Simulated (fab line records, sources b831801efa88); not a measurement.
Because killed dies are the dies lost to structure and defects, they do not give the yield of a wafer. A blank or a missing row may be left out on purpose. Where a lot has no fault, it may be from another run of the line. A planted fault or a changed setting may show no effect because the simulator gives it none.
What tool caused it? + flow gf180mcu + 11 lots with 33 wafers sampled at 3 steps, on a route of 602 steps

## WHAT THE GAUGES SHOWED, per wafer
GF_V5_BOW_MEAS_05.
| lot  | measured     | on            | V5_BOW (um) |
|------|--------------|---------------|-------------|
| L917 | day 26 17:35 | film-metro-01 | 132 129 139 |
| L918 | day 26 22:55 | film-metro-01 | 140 146 145 |
| L919 | day 27 07:25 | film-metro-01 | 123 123 128 |
| L920 | day 28 01:07 | film-metro-04 | 129 133 127 |
| L921 | day 28 07:46 | film-metro-01 | 137 133 137 |
| L922 | day 28 21:07 | film-metro-01 | 129 134 137 |
| L923 | day 29 00:06 | film-metro-01 | 137 135 143 |
| L936 | day 32 05:59 | film-metro-01 | 139 128 131 |
| L937 | day 32 10:52 | film-metro-02 | 136 130 128 |
| L938 | day 32 16:05 | film-metro-04 | 144 121 144 |
| L939 | day 32 20:02 | film-metro-04 | 122 124 125 |

## WHICH TOOL RAN EACH LOT (tool, then ch and the chambers of the sampled wafers, then the start)
| lot  | GF_MIM_SPUTTER_03            | GF_MIM_SPUTTER_08            |
|------|------------------------------|------------------------------|
| L917 | pvd-sputter-03, day 24 21:32 | pvd-sputter-01, day 24 21:44 |
| L918 | pvd-sputter-01, day 25 03:57 | pvd-sputter-02, day 25 04:10 |
| L919 | pvd-sputter-01, day 25 12:41 | pvd-sputter-03, day 25 12:53 |
| L920 | pvd-sputter-03, day 26 06:54 | pvd-sputter-01, day 26 07:06 |
| L921 | pvd-sputter-01, day 26 12:26 | pvd-sputter-03, day 26 12:38 |
| L922 | pvd-sputter-03, day 27 04:05 | pvd-sputter-01, day 27 04:16 |
| L923 | pvd-sputter-02, day 27 06:46 | pvd-sputter-03, day 27 06:58 |
| L936 | pvd-sputter-03, day 30 16:47 | pvd-sputter-02, day 30 17:01 |
| L937 | pvd-sputter-01, day 30 23:11 | pvd-sputter-03, day 30 23:22 |
| L938 | pvd-sputter-01, day 31 02:42 | pvd-sputter-03, day 31 02:54 |
| L939 | pvd-sputter-01, day 31 09:28 | pvd-sputter-03, day 31 09:40 |
- GF_MIM_SPUTTER_03: material Ti, target thk 10 nm, time 6.7 s.
- GF_MIM_SPUTTER_08: material AlCu, target thk 200 nm, time 10.6 s.

## THE ANSWER, worked out from the rows above alone
Rule: usual is defined by the lots themselves. Put in order of their means at a reading, lots are off if they are a third of the lots or fewer, leave a main group of 4 or more, and stand apart from it by a gap of 3 or more times the standard deviation of the main group's means; of several such gaps the widest counts. A main group whose means are all the same, to the digits that the tables above print for the reading, isn't used. A lot without any number at a reading at which 4 lots or more have one is off too. The other lots that the step has rows for count as sound.
Nothing can be told from this: no lot is off at any reading shown.

## WHAT THE SIMULATOR HAD INSERTED
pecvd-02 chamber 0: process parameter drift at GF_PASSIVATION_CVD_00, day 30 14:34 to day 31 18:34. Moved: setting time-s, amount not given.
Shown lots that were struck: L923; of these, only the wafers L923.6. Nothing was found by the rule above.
